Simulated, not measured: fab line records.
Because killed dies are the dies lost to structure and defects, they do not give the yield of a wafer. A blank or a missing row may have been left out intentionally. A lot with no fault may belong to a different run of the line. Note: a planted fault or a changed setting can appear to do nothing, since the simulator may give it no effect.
Matching of chambers    flow sky130    rieDiel-02 running SKY_VIA1_ETCH_14: 4 sister chambers
The step etches BARC in N2/H2, stops on SiO2, time 45.9 s, target depth 60 nm. 20 wafers are shown with their chamber, then 10 later ones without.

== WAFERS WITH THEIR CHAMBER ==
wafer   chamber  drypumpMotorCurrentA (A)  biasW (W)  oesProductAu (a.u.)
L074.1  0        6.3                       100.3      0.863
L074.3  1        5.7                       100.0      0.853
L074.5  3        5.5                       100.4      0.846
L077.1  0        6.2                       100.1      0.859
L077.4  3        5.5                       100.7      0.850
L077.6  2        5.7                       100.0      0.850
L082.2  1        5.7                       100.6      0.856
L082.3  0        6.2                       100.4      0.851
L082.4  1        5.7                       100.2      0.858
L080.3  2        5.8                       99.9       0.851
L080.5  0        6.2                       99.8       0.855
L080.6  2        5.8                       99.7       0.860
L081.1  1        5.7                       99.5       0.854
L081.3  0        6.2                       100.0      0.853
L081.4  0        6.3                       99.3       0.851
L083.3  0        6.2                       100.3      0.858
L083.4  2        5.8                       99.7       0.849
L083.6  0        6.2                       100.0      0.862
L087.1  0        6.2                       100.0      0.859
L087.2  2        5.7                       99.9       0.862

SIGNATURES (averages over the wafers above)
reading               chamber 0  chamber 1  chamber 2  chamber 3  scatter within a chamber
drypumpMotorCurrentA  6.222      5.700      5.760      5.500      0.0415
biasW                 100.022    100.075    99.840     100.550    0.318
oesProductAu          0.85678    0.85525    0.85440    0.84800    0.00457
Rule: distance of a wafer from a chamber = root of the sum over the readings of ((wafer's reading minus chamber's mean) / reading's scatter) squared. The wafer belongs to the nearest chamber; if the next one is less than 2 further off, it can't be placed. The scatter is the square root of a quotient: the sum, over the shown wafers, of each reading's squared deviation from its chamber's mean, divided by wafers minus chambers.

== WAFERS WHOSE CHAMBER IS MISSING ==
wafer   drypumpMotorCurrentA (A)  biasW (W)  oesProductAu (a.u.)
L087.4  5.7                       99.7       0.859
L092.2  5.7                       99.9       0.857
L092.3  5.5                       99.5       0.859
L092.6  5.7                       100.5      0.859
L093.2  6.2                       100.1      0.864
L093.4  5.7                       99.7       0.865
L093.6  5.7                       99.7       0.856
L097.2  6.2                       99.9       0.870
L097.5  5.7                       100.2      0.850
L097.6  5.7                       99.3       0.857

== CHAMBER TAKEN BY EACH ==
wafer   from the rows above      in truth
L087.4  can't be placed: 1 or 2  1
L092.2  can't be placed: 1 or 2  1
L092.3  can't be placed: 3 or 1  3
L092.6  can't be placed: 1 or 2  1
L093.2  0                        0
L093.4  can't be placed: 1 or 2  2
L093.6  can't be placed: 1 or 2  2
L097.2  0                        0
L097.5  can't be placed: 1 or 2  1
L097.6  can't be placed: 2 or 1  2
Placed correctly: 2 of 10. Unplaceable from these rows: 8, with the true chamber sitting among the candidates in 8. Number placed wrongly: 0.
